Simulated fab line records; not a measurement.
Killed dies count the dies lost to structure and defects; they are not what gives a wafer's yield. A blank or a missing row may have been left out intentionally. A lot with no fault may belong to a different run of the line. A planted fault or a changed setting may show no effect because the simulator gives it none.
Chamber matching / flow gf180mcu / GF_M5_ETCH_09 on rie diel-01: 4 sister chambers
The step etches Si3N4 in CF4/O2, target depth 52 nm, time 11.6 s. 4 wafers are shown with their chamber, then 10 later ones without.

## WAFERS, EACH WITH ITS CHAMBER
wafer=L085.5; chamber=1; drypump motor current A (A)=6.1
wafer=L086.2; chamber=0; drypump motor current A (A)=5.7
wafer=L089.3; chamber=3; drypump motor current A (A)=5.4
wafer=L089.4; chamber=2; drypump motor current A (A)=5.1

## WAFERS MISSING THEIR CHAMBER
wafer=L089.6; drypump motor current A (A)=5.4
wafer=L090.3; drypump motor current A (A)=5.1
wafer=L090.4; drypump motor current A (A)=5.8
wafer=L090.5; drypump motor current A (A)=5.0
wafer=L091.2; drypump motor current A (A)=5.8
wafer=L091.3; drypump motor current A (A)=5.1
wafer=L091.6; drypump motor current A (A)=5.8
wafer=L096.1; drypump motor current A (A)=5.1
wafer=L096.3; drypump motor current A (A)=6.1
wafer=L096.5; drypump motor current A (A)=6.1

## EACH ONE'S CHAMBER
wafer=L089.6; from the rows above=3; in truth=3
wafer=L090.3; from the rows above=2; in truth=2
wafer=L090.4; from the rows above=0; in truth=0
wafer=L090.5; from the rows above=2; in truth=2
wafer=L091.2; from the rows above=0; in truth=0
wafer=L091.3; from the rows above=2; in truth=2
wafer=L091.6; from the rows above=0; in truth=0
wafer=L096.1; from the rows above=2; in truth=2
wafer=L096.3; from the rows above=1; in truth=1
wafer=L096.5; from the rows above=1; in truth=1
10 of 10 placed correctly. Can't be placed from these rows: 0. 0 placed wrongly.
How it was worked out, from the rows above alone: a wafer's distance from a chamber is the root of the sum, over the readings, of the square of ((its reading less the chamber's mean) divided by the reading's scatter). If the next closest chamber is less than 2 further off than the closest, the wafer can't be placed; otherwise it belongs to the closest. A chamber's mean is the mean of its shown wafers. The scatter: root of mean squared gap, hidden wafer to nearest shown wafer, with one shown wafer a chamber.
